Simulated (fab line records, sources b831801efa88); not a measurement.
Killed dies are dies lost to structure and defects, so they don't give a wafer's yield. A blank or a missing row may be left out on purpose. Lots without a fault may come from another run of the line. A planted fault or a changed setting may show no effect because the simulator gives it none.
fab line records | flow sky130
record lots=11 wafers=33 last_day=49
route steps=708 shown LI_CONTACT@382 LOCAL_INTERCONNECT@387 CONTACT@406
lots that met no fault: from a run of the same line without faults
start_h: hours from the record's first day to the start of the lot's first wafer shown | wait_h: hours since the lot's step before | " the same as in the row above | L1.1+2: a row that stands for several wafers | - no value, or no start given | * or withheld: withheld | < > ~ a bound
route shown NAME@n: a module of which the file shows steps, and the number in the route of the first | usual: mean/standard deviation of fault-free wafers | same: alike in all rows | chamber/n: place in a boat | sites: the reading at each site | _std_site: their standard deviation | _edge_site: outer sites' mean less inner sites' | radius_mm: how far each site lies from the wafer's centre | mask NAME#n: copy n | behind: the tool/chamber that last shaped the wafer | hold: why the lot was held/for how many hours/how that ended | device: the transistor (n, p or np) that didn't switch | end of line: the same wafers' tests at the end of the route | a step without rows: its recipe alone | killed: dies lost to structure and defects at the first sort, not the wafer's yield | map: a wafer's dies, x killed, . not, _ none there
set.NAME: the setting as run; set.NAME@STEP: as run at that earlier step | model.NAME: the simulator's own value behind a step, which no gauge read
steps of the route over a sample of lots; a table a step, a row a wafer
services: from which hour (start_h, from the record's first day; less than 0 if before it) a tool's chamber was out of use, for how many hours, and why
## steps
# step SKY_LI_CONTACT_SPUTTER_20
# recipe material=TiN target_thk_nm=20 chamber_pressure_pa=5 power_w=4000 time_s=80
# usual throttle_valve_pct=30.5/0.81
# columns lot.wafer tool chamber start_h wait_h throttle_valve_pct
L198.2 pvd_sputter-03 - 667.32 0.0 29.4
L198.5 " - " " 30.1
L198.6 " - " " 31.5
L199.1 pvd_sputter-02 - 673.03 0.0 29.8
L199.2 " - " " 30.6
L199.3 " - " " 31.3
L200.3 pvd_sputter-02 - 684.52 0.0 30.0
L200.4 " - " " 30.8
L200.5 " - " " 30.1
L203.1 pvd_sputter-03 - 710.30 0.0 29.9
L203.2 " - " " 29.5
L203.3 " - " " 29.7
L205.1 pvd_sputter-03 - 731.56 0.0 31.5
L205.2 " - " " 29.8
L205.5 " - " " 29.9
L208.2 pvd_sputter-03 - 770.96 0.0 30.2
L208.3 " - " " 29.3
L208.6 " - " " 30.3
L211.3 pvd_sputter-03 - 781.26 0.0 29.7
L211.4 " - " " 31.3
L211.6 " - " " 31.3
L213.4 pvd_sputter-03 - 796.86 0.0 30.1
L213.5 " - " " 29.7
L213.6 " - " " 31.5
L214.1 pvd_sputter-01 - 803.61 0.0 29.7
L214.3 " - " " 31.8
L214.5 " - " " 29.8
L215.1 pvd_sputter-01 - 807.27 0.0 31.7
L215.2 " - " " 29.9
L215.5 " - " " 29.7
L218.3 pvd_sputter-01 - 829.23 0.0 30.0
L218.4 " - " " 31.4
L218.6 " - " " 29.8
# step SKY_LOCAL_INTERCONNECT_SPUTTER_00
# recipe material=TiN target_thk_nm=100 temp_c=300 power_w=6500 time_s=83.3 chamber_pressure_pa=0.4
# usual throttle_valve_pct=30.6/0.84
# columns lot.wafer tool chamber start_h wait_h throttle_valve_pct
L198.2 pvd_sputter-01 - 667.98 0.1 31.7
L198.5 " - " " 29.7
L198.6 " - " " 31.6
L199.1 pvd_sputter-01 - 673.70 0.1 30.0
L199.2 " - " " 29.8
L199.3 " - " " 31.6
L200.3 pvd_sputter-02 - 685.41 0.2 31.0
L200.4 " - " " 30.1
L200.5 " - " " 30.0
L203.1 pvd_sputter-01 - 710.97 0.1 30.4
L203.2 " - " " 31.4
L203.3 " - " " 31.6
L205.1 pvd_sputter-02 - 732.23 0.1 29.9
L205.2 " - " " 31.2
L205.5 " - " " 30.2
L208.2 pvd_sputter-01 - 771.63 0.1 31.6
L208.3 " - " " 30.4
L208.6 " - " " 31.7
L211.3 pvd_sputter-02 - 781.93 0.1 30.0
L211.4 " - " " 31.1
L211.6 " - " " 31.1
L213.4 pvd_sputter-01 - 797.65 0.1 30.1
L213.5 " - " " 31.4
L213.6 " - " " 29.7
L214.1 pvd_sputter-02 - 804.27 0.2 30.6
L214.3 " - " " 29.9
L214.5 " - " " 30.9
L215.1 pvd_sputter-02 - 807.93 0.1 29.9
L215.2 " - " " 30.9
L215.5 " - " " 31.2
L218.3 pvd_sputter-02 - 829.89 0.1 31.1
L218.4 " - " " 29.9
L218.6 " - " " 30.2
# step SKY_LOCAL_INTERCONNECT_STRIP_15
# recipe chemistry=O2/N2 power_w=1400 pressure_mtorr=1500 platen_temp_c=withheld o2_flow_sccm=3000 n2_flow_sccm=300 overash_fraction=0.5
# usual drypump_motor_current_A=5.5/0.45 oes_product_au=0.428/0.0045 strip_time_to_endpoint_s=4.722/0.017
# columns lot.wafer tool chamber start_h wait_h drypump_motor_current_A oes_product_au rf_hours_counter_h strip_time_to_endpoint_s
L198.2 plasma_asher-04 1 696.88 0.0 4.7 0.427 57 4.728
L198.5 " 0 " " 5.2 0.429 - 4.713
L198.6 " 1 " " 4.7 0.420 - 4.718
L199.1 plasma_asher-01 1 702.48 0.0 6.0 0.426 98 4.700
L199.2 " 0 " " 5.4 0.424 98 4.728
L199.3 " 0 " " 5.4 0.425 - 4.721
L200.3 plasma_asher-01 0 713.51 0.1 5.4 0.422 - 4.716
L200.4 " 1 " " 6.0 0.428 - 4.735
L200.5 " 0 " " 5.4 0.423 - 4.725
L203.1 plasma_asher-04 1 739.08 0.0 4.7 0.439 62 4.709
L203.2 " 0 " " 5.2 0.429 62 4.685
L203.3 " 1 " " 4.7 0.437 - 4.705
L205.1 plasma_asher-01 1 760.83 0.0 6.0 0.425 2 4.715
L205.2 " 0 " " 5.4 0.433 2 4.713
L205.5 " 1 " " 6.0 0.432 - 4.738
L208.2 plasma_asher-04 1 799.21 0.0 4.7 0.424 68 4.730
L208.3 " 0 " " 5.2 0.432 - 4.724
L208.6 " 1 " " 4.7 0.430 - 4.717
L211.3 plasma_asher-03 0 809.36 0.1 6.1 0.421 - 4.714
L211.4 " 1 " " 5.5 0.429 - 4.740
L211.6 " 1 " " 5.5 0.426 - 4.744
L213.4 plasma_asher-01 0 824.71 0.1 5.4 0.435 - 4.707
L213.5 " 1 " " 6.0 0.427 - 4.744
L213.6 " 0 " " 5.4 0.421 - 4.702
L214.1 plasma_asher-04 0 831.12 0.0 5.2 0.417 71 4.760
L214.3 " 1 " " 4.7 0.429 - 4.746
L214.5 " 0 " " 5.2 0.426 - 4.687
L215.1 plasma_asher-04 1 834.98 0.0 4.7 0.426 71 4.711
L215.2 " 0 " " 5.3 0.425 71 4.731
L215.5 " 0 " " 5.2 0.433 - 4.722
L218.3 plasma_asher-01 0 856.11 0.1 5.4 0.428 - 4.746
L218.4 " 1 " " 6.0 0.425 - 4.742
L218.6 " 0 " " 5.4 0.425 - 4.716
# step SKY_CONTACT_CVD_00
# recipe material=Si3N4 target_thk_nm=75 temp_c=400 time_s=withheld rf_w=450
# usual heater_power_w=709/95 rf_fwd_power_W=444.8/1.8
# columns lot.wafer tool chamber start_h wait_h heater_power_w rf_fwd_power_W
L198.2 pecvd-03 2 697.50 0.0 689 446.1
L198.5 " 2 " " 668 447.6
L198.6 " 1 " " 705 446.2
L199.1 pecvd-04 1 703.17 0.0 630 444.3
L199.2 " 2 " " 704 444.6
L199.3 " 0 " " 935 443.5
L200.3 pecvd-04 2 714.12 0.0 748 442.0
L200.4 " 2 " " 738 440.9
L200.5 " 1 " " 685 442.5
L203.1 pecvd-04 0 739.73 0.0 837 445.9
L203.2 " 2 " " 633 442.6
L203.3 " 1 " " 609 447.3
L205.1 pecvd-04 1 761.45 0.0 730 444.1
L205.2 " 2 " " 646 441.9
L205.5 " 0 " " 967 444.9
L208.2 pecvd-04 1 799.84 0.0 732 444.5
L208.3 " 0 " " 884 441.2
L208.6 " 2 " " 647 442.6
L211.3 pecvd-03 2 809.92 0.0 601 448.4
L211.4 " 0 " " 696 443.8
L211.6 " 1 " " 639 445.1
L213.4 pecvd-04 2 825.29 0.0 693 515.3
L213.5 " 0 " " 944 515.2
L213.6 " 1 " " 692 516.9
L214.1 pecvd-03 2 831.72 0.0 663 444.3
L214.3 " 0 " " 758 446.2
L214.5 " 0 " " 761 443.8
L215.1 pecvd-02 1 835.57 0.0 630 445.7
L215.2 " 2 " " 612 445.5
L215.5 " 0 " " 606 446.5
L218.3 pecvd-04 2 856.67 0.0 584 515.7
L218.4 " 0 " " 843 516.3
L218.6 " 2 " " 598 515.6
# step SKY_CONTACT_THK_MEAS_01
# recipe reads=Si3N4_of_CONTACT_CVD_00
# usual CONTACT_CVD_00_THK=75.4/0.99
# columns lot.wafer tool chamber start_h wait_h CONTACT_CVD_00_THK[nm]
L198.2 film_metro-01 - 697.54 - 74.8
L198.5 " - " " 77.2
L198.6 " - " " 75.4
L199.1 film_metro-04 - 703.20 - 74.7
L199.2 " - " " 75.1
L199.3 " - " " 74.3
L200.3 film_metro-04 - 714.17 - 74.7
L200.4 " - " " 75.2
L200.5 " - " " 76.2
L203.1 film_metro-01 - 739.76 - 74.3
L203.2 " - " " 74.8
L203.3 " - " " 74.3
L205.1 film_metro-04 - 761.48 - 75.5
L205.2 " - " " 75.7
L205.5 " - " " 76.4
L208.2 film_metro-03 - 799.88 - 76.0
L208.3 " - " " 76.8
L208.6 " - " " 77.1
L211.3 film_metro-04 - 809.97 - 75.3
L211.4 " - " " 74.9
L211.6 " - " " 75.4
L213.4 film_metro-04 - 825.34 - 79.5
L213.5 " - " " 78.4
L213.6 " - " " 79.9
L214.1 film_metro-04 - 831.75 - 75.2
L214.3 " - " " 73.9
L214.5 " - " " 75.5
L215.1 film_metro-04 - 835.61 - 74.9
L215.2 " - " " 72.8
L215.5 " - " " 75.9
L218.3 film_metro-01 - 856.72 - 78.4
L218.4 " - " " 77.7
L218.6 " - " " 79.6
# step SKY_CONTACT_ETCH_18
# recipe target=Si3N4 chemistry=CHF3/O2 stop_on=TiN source_w=600 bias_w=200 pressure_mtorr=40 chf3_flow_sccm=50 O2_flow_sccm=5 time_s=39 target_depth_a=750
# usual drypump_motor_current_A=5.7/0.36 oes_product_au=0.857/0.0083 rf_fwd_power_W=593.9/2.5 throttle_valve_pct=8.794/0.0095
# columns lot.wafer tool chamber start_h wait_h drypump_motor_current_A oes_product_au rf_fwd_power_W rf_hours_counter_h throttle_valve_pct
L198.2 rie_diel-01 0 - - 5.7 0.843 595.3 3 8.782
L198.5 " 0 " " 5.7 0.871 596.2 - 8.794
L198.6 " 1 " " 5.8 0.860 592.5 - 8.782
L199.1 rie_diel-01 1 - - 5.8 0.852 595.8 5 8.782
L199.2 " 3 " " 5.3 0.846 592.7 14 8.806
L199.3 " 0 " " 5.7 0.854 596.3 3 8.799
L200.3 rie_diel-01 3 - - 5.3 0.854 595.1 14 8.794
L200.4 " 1 " " 5.8 0.864 594.0 6 8.803
L200.5 " 3 " " 5.3 0.864 594.9 - 8.801
L203.1 rie_diel-03 0 - - 5.1 0.840 593.7 1 8.792
L203.2 " 2 " " 5.7 0.851 594.6 9 8.794
L203.3 " 1 " " 6.2 0.846 594.7 13 8.787
L205.1 rie_diel-01 1 - - 5.8 0.855 593.2 7 8.785
L205.2 " 0 " " 5.7 0.849 594.7 5 8.799
L205.5 " 3 " " 5.3 0.867 591.1 - 8.800
L208.2 rie_diel-03 2 - - 5.7 0.863 592.8 11 8.786
L208.3 " 3 " " 5.6 0.868 596.4 20 8.812
L208.6 " 2 " " 5.7 0.867 593.4 - 8.805
L211.3 rie_diel-03 0 - - 5.1 0.856 592.9 3 8.793
L211.4 " 2 " " 5.7 0.851 593.5 11 8.802
L211.6 " 2 " " 5.7 0.856 592.4 - 8.791
L213.4 rie_diel-01 3 - - 5.3 0.885 597.3 18 8.795
L213.5 " 0 " " 5.7 0.877 596.4 - 8.792
L213.6 " 3 " " 5.3 0.880 595.5 - 8.798
L214.1 rie_diel-03 1 - - 6.2 0.852 597.0 16 8.802
L214.3 " 3 " " 5.6 0.849 594.3 21 8.809
L214.5 " 2 " " 5.7 0.858 591.4 - 8.799
L215.1 rie_diel-03 2 - - 5.7 0.852 593.7 12 8.795
L215.2 " 0 " " 5.1 0.845 596.3 4 8.809
L215.5 " 0 " " 5.1 0.860 593.3 - 8.790
L218.3 rie_diel-02 3 - - 5.7 0.884 594.6 6 8.785
L218.4 " 1 " " 5.7 0.879 591.4 16 8.791
L218.6 " 2 " " 6.5 0.884 588.9 - 8.803
## services
# columns tool chamber start_h hours kind
pecvd-02 2 656.73 8.1 repair
plasma_asher-04 - 660.52 18.9 pm
rie_diel-02 2 663.51 6.9 repair
pvd_sputter-02 - 666.70 5.3 repair
rie_diel-01 0 667.44 16.9 repair
rie_diel-03 2 694.78 5.4 repair
rie_diel-01 - 695.31 3.6 repair
pvd_sputter-01 - 701.53 0.7 repair
pvd_sputter-02 - 719.97 4.2 repair
rie_diel-03 2 720.69 5.6 repair
rie_diel-01 0 728.26 2.7 repair
plasma_asher-01 - 733.75 9.0 pm
pecvd-03 1 752.43 10.3 repair
rie_diel-03 0 756.62 5.5 repair
pecvd-03 - 763.36 1.0 repair
plasma_asher-01 - 765.42 0.5 repair
pvd_sputter-02 - 768.60 6.7 repair
rie_diel-01 1 784.23 1.2 repair
pvd_sputter-02 - 792.76 5.5 repair
rie_diel-01 0 811.05 5.0 repair
pecvd-03 - 831.99 1.9 repair
pvd_sputter-03 - 856.92 1.0 repair
rie_diel-01 2 878.85 34.8 repair
rie_diel-01 3 883.12 3.0 repair
## key
first_sign step=SKY_CONTACT_CVD_00 reading=rf_fwd_power_W direction=up sigmas=40 usual=444.8 struck=515.8
effect step=SKY_CONTACT_THK_MEAS_01 reading=CONTACT_CVD_00_THK direction=up sigmas=3.5 usual=75.4 struck=78.9
effect step=SKY_CONTACT_ETCH_18 reading=oes_product_au direction=up sigmas=2.9 usual=0.857 struck=0.882
met_at SKY_CONTACT_CVD_00
struck_lots L213,L218
tester_left_out L213,L218
not_acting_at SKY_LI_CONTACT_SPUTTER_20,SKY_LOCAL_INTERCONNECT_SPUTTER_00,SKY_LOCAL_INTERCONNECT_STRIP_15
onset_between 799.84 825.29
fault kind=process_parameter_drift tool=pecvd-04 chamber=- onset_h=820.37 steps=SKY_CONTACT_CVD_00 channel=rf_w offset=72 shape=step end_h=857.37 acts_in=these_recipes_only stated=450
# tester_left_out: of these lots the tester's yield and bins aren't shown, on N5 and GAA mostly nor the transistor test; their killed dies are dies lost to structure and defects alone, not to doping, threshold or leakage, so they don't give the yield
